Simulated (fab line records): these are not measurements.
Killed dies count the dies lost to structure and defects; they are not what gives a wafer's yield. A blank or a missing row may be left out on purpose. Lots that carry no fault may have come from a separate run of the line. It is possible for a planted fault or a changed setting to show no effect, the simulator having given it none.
A struck lot beside a sound one	flow sfq line	14 out of 325 route steps
Sound: these wafers, L215.1, L215.4, L215.6. Struck: wafer L227.3 (left out: L227.1, L227.4 of the same lot, which were not struck); the cause appears at the end.
Order at every step that has rows: each side's tool, ch and its chambers, its first start. Under that, the readings that differ: sound wafers	struck wafers	difference of the means	sigmas: that difference in standard deviations of wafers without a fault.
alike: words and numbers the same on both sides, and readings whose means are apart by under 2 such deviations; not compared: readings that were withheld, readings missing a value for some wafer, numbers with overlapping values and no deviation given by the record, and bounds like >300 which may hide the same value.
A row with sigmas, a row that says differs or no value, or rows on one side alone: a step with any of these is where the two part. When numbers do not overlap yet have no deviation, they are printed without sigmas and do not part them. A reading missing from all wafers of one side parts the sides only when that side holds two or more wafers.

first, 4 steps without rows for these wafers: SFQ_TRILAYER_M5_LITHO_SOFTBAKE_127; SFQ_TRILAYER_M5_LITHO_EXPOSE_124 (exposes mask M5, target cd 700 nm); SFQ_TRILAYER_M5_LITHO_PEB_126 (peb time 60 s); SFQ_TRILAYER_M5_LITHO_DEVELOP_125 (time 60 s).
SFQ_M5_OVL_MEAS_932:
  sound on overlay-02, day 45 13:11; struck on overlay-01, day 60 09:29
  alike: M5_OVL
SFQ_TRILAYER_M5_BARC_OPEN_METAL_ETCH_161: etches BARC in O2, target depth 125 nm, time 41.7 s.
  sound on rie metal-04 ch 0,1, day 45 13:13; struck on rie metal-02 ch 0, day 60 09:32
  alike: drypump motor current A, he backside leak sccm, oes product au
  not compared: rf hours counter h
SFQ_TRILAYER_M5_ETCH_METAL_ETCH_126: etches Nb in Cl2/BCl3, stops on SiO2, time 203.2 s, target depth 265 nm.
  sound on rie metal-04 ch 0,1, day 45 13:16; struck on rie metal-02 ch 0, day 60 09:35
  alike: drypump motor current A, he backside leak sccm, oes product au
  not compared: rf hours counter h
then, 3 steps without rows for these wafers: SFQ_TRILAYER_M5_STRIP_STRIP_127 (strips in O2); SFQ_TRILAYER_M5_STRIP_SOLV_CLEAN_128 (cleans in NMP, time 600 s); SFQ_TRILAYER_A5B_DEP_PECVD_129 (deposits SiO2 from SiH4/N2O, time 133.33 s, target thk 600 nm).
SFQ_TRILAYER_A5B_CMP_CMP_130: polishes, stops on Nb, target thk 340.7 nm.
  sound on cmp-02 ch 0,2, day 45 22:23; struck on cmp-02 ch 2, day 61 07:53
  alike: motor current A
SFQ_TRILAYER_A5B_METRO_MEASURE_131:
  sound on film metro-01, day 46 00:53; struck on film metro-01, day 61 10:53
  alike: thk nm
SFQ_TRILAYER_R5_DEP_SPUTTER_132: material Ti, target thk 5 nm, time 5 s.
  sound on pvd sputter-04, day 46 02:05; struck on pvd sputter-05, day 61 12:05
reading	sound	struck	difference	sigmas
model.Ti_of_TRILAYER_R5_DEP_SPUTTER_132.thk nm (nm)	5.035 4.936 4.928	1.414	-3.552	
  alike: cathode dc power W, throttle valve pct
SFQ_TRILAYER_R5_DEP_SPUTTER_133: material MoNx, target thk 40 nm, time 66.7 s.
  sound on pvd sputter-04, day 46 02:06; struck on pvd sputter-05, day 61 12:07
  alike: cathode dc power W, throttle valve pct

## WHERE THEY PART
Nowhere in this record.

WHY: whatever the simulator had introduced
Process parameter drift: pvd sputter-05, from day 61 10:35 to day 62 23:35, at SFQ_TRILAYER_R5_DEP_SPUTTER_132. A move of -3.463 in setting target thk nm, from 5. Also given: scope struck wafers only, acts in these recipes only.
